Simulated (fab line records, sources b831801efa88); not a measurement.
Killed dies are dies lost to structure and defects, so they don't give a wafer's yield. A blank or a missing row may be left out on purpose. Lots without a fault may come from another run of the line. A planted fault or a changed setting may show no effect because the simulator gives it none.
One fault seen from 2 desks | flow gf180mcu | each desk has only its own numbers; what lay behind them comes last

THE TOOL OWNER'S DESK: litho_track-01
The tool's own readings at GF_M3_SOFTBAKE_10 (time 60 s): means of the sampled wafers that have a number, for each lot that ran on this tool. A lot is out of limits, marked OUT, if its mean lies more than 4 standard deviations from the usual mean; the brackets give that distance.
Columns: A = heater_power_total_W at GF_M3_SOFTBAKE_10, usual 93.05 W; B = run_length_s at GF_M3_SOFTBAKE_10, usual 89.23 s
lot  | first seen here | A               | B
L622 | day 24 05:00    | 94.61 (+26) OUT | 86.04 (-20) OUT
L624 | day 24 19:40    | 94.66 (+27) OUT | 85.93 (-21) OUT
L635 | day 28 05:49    | 93.04           | 89.07
L636 | day 28 08:05    | 93.01           | 89.03
This desk's finding: out of limits on L622, L624; first on L622, day 24 05:00 (heater_power_total_W at GF_M3_SOFTBAKE_10). In limits: L635, L636.

THE METROLOGY DESK
What the gauges read, lot by lot, whatever tool the lot ran on: means of the sampled wafers that have a number. A lot is out of limits, marked OUT, if its mean lies more than 4 standard deviations from the usual mean; the brackets give that distance.
Columns: A = M1_OVL at GF_M1_OVL_MEAS_15, usual 0 nm; B = V3_CVD_02_THK at GF_V3_THK_MEAS_03, usual 848 nm
lot  | first seen here | A  | B
L614 | day 17 16:14    | -2 | 843
L617 | day 18 11:58    | 5  | 840
L618 | day 18 20:38    | -1 | 859
L621 | day 20 08:05    | 1  | 847
L622 | day 20 12:37    | -3 | 839
L623 | day 20 23:07    | 1  | 853
L624 | day 21 06:07    | -2 | 847
L626 | day 22 07:35    | -3 | 851
L628 | day 22 18:07    | 1  | 854
L629 | day 23 04:55    | 0  | 847
L634 | day 24 12:01    | 2  | 836
L635 | day 24 21:52    | -2 | 847
L636 | day 25 03:14    | 0  | 863
This desk's finding: nothing out of limits on any of the 13 lots.

PUT TOGETHER
The tool owner's desk could have raised an alarm at day 24 05:00, on L622, L624.
The metrology desk saw nothing out of limits.
The metrology desk has L622, L624 on record, within its limits.
Of the lots named, all ran GF_M3_SOFTBAKE_10 on litho_track-01.

WHAT THE SIMULATOR HAD PUT IN
Process parameter drift: litho_track-01, from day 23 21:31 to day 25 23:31, at GF_M3_SOFTBAKE_10. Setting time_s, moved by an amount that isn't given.
Lots struck among those shown: L622, L624.
Hours from the fault's start to each desk's first reading out of limits: the tool owner's desk, 7.
